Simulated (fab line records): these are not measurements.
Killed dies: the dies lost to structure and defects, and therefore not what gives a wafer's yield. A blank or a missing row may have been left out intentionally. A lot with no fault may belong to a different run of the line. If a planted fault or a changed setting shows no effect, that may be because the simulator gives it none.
A lot that was struck, set against a sound lot + flow sky130 + 15 steps out of a route of 708
Sound: these wafers, L365.2, L365.3, L365.6. Wafers struck: L377.2, L377.3, L377.6. At the end, the cause is stated.
Per side, at each step with rows, come the tool, then ch with its chambers, and then its first start. Under that, the readings that differ: sound wafers + struck wafers + difference of the means + sigmas: that difference in standard deviations of wafers without a fault.
alike: words and numbers the same on both sides, and readings whose means are apart by under 2 such deviations; not compared: readings that were withheld, readings missing a value for some wafer, numbers with overlapping values and no deviation given by the record, and bounds like >300 which may hide the same value.
A row with sigmas, a row that says differs or no value, or rows on one side alone: a step with any of these is where the two part. Numbers that don't overlap but have no deviation are shown without sigmas and don't part them. A reading that every wafer of one side lacks parts them only if that side has two wafers or more.

SKY_METAL1_SPUTTER_02: material AlCu, target thk 250 nm, time 13.3 s.
  sound on pvd-sputter-01, day 32 16:44; struck on pvd-sputter-01, day 36 13:30
  alike: throttle-valve-pct
SKY_METAL1_SPUTTER_03: material Ti, target thk 5 nm, time 3.3 s.
  sound on pvd-sputter-01, day 32 16:45; struck on pvd-sputter-01, day 36 13:32
  alike: throttle-valve-pct
SKY_METAL1_SPUTTER_04: material TiN, target thk 70 nm, time 58.3 s.
  sound on pvd-sputter-01, day 32 16:46; struck on pvd-sputter-01, day 36 13:32
  alike: throttle-valve-pct
SKY_METAL1_RS_MEAS_05: measures by four-point-probe.
  sound on film-metro-02, day 32 16:50; struck on film-metro-02, day 36 13:37
  alike: METAL1_ALCU_RS
SKY_METAL1_THK_MEAS_06: measures by xrf.
  sound on film-metro-02, day 32 16:57; struck on film-metro-02, day 36 13:43
  alike: METAL1_ALCU_THK
then, 7 steps without rows for these wafers: SKY_METAL1_DEHYDRATE_07 (time 60 s); SKY_METAL1_HMDS_08 (prime time 60 s); SKY_METAL1_COAT_09 (resist thk 60 nm); SKY_METAL1_COAT_10 (resist thk 450 nm); SKY_METAL1_SOFTBAKE_11 (time 90 s); SKY_METAL1_EXPOSE_12 (exposes mask MM1, target cd 140 nm); SKY_METAL1_PEB_13.
SKY_METAL1_DEVELOP_14: develop time 60 s.
  sound on litho-track-04 ch 0, day 33 19:00; struck on litho-track-04 ch 0, day 37 15:00
| reading              | sound             | struck            | difference | sigmas |
|----------------------|-------------------|-------------------|------------|--------|
| developer-temp-C (C) | 21.14 20.98 21.15 | 20.31 20.18 20.22 | -0.85      | -9     |
SKY_METAL1_CD_MEAS_15: the cd target is 140 nm.
  sound on cd-sem-01, day 33 19:59; struck on cd-sem-01, day 37 15:32
  alike: cd-nm
-- the record jumps here: 12 days lie between the struck wafers' starts before and after (it left off in module METAL1 and takes up again in module PAD_OPEN, whose first step shown is number 708 of the route) --
SKY_PAD_OPEN_PROBE_99:
  sound on prober-02, day 46 16:42; struck on prober-02, day 49 09:49
  alike: defect-limited-yield, killed_at_M0_to_M3, killed_at_M4_up, killed-at-contacts, killed-at-front-end, killed-dies, killed-open, killed-short, sort_bin_3_pad_short, sort_bin_5_function, sort_bin_6_memory, sort-n-pass, sort-yield-pct

== WHERE THEY PART ==
Only at SKY_METAL1_DEVELOP_14, within this record. Later steps at which nothing parts them and some readings are alike: SKY_METAL1_CD_MEAS_15, SKY_PAD_OPEN_PROBE_99.

WHY: what the simulator had put in
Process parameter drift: litho-track-04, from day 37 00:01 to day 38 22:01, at SKY_METAL1_DEVELOP_14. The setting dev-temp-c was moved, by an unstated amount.
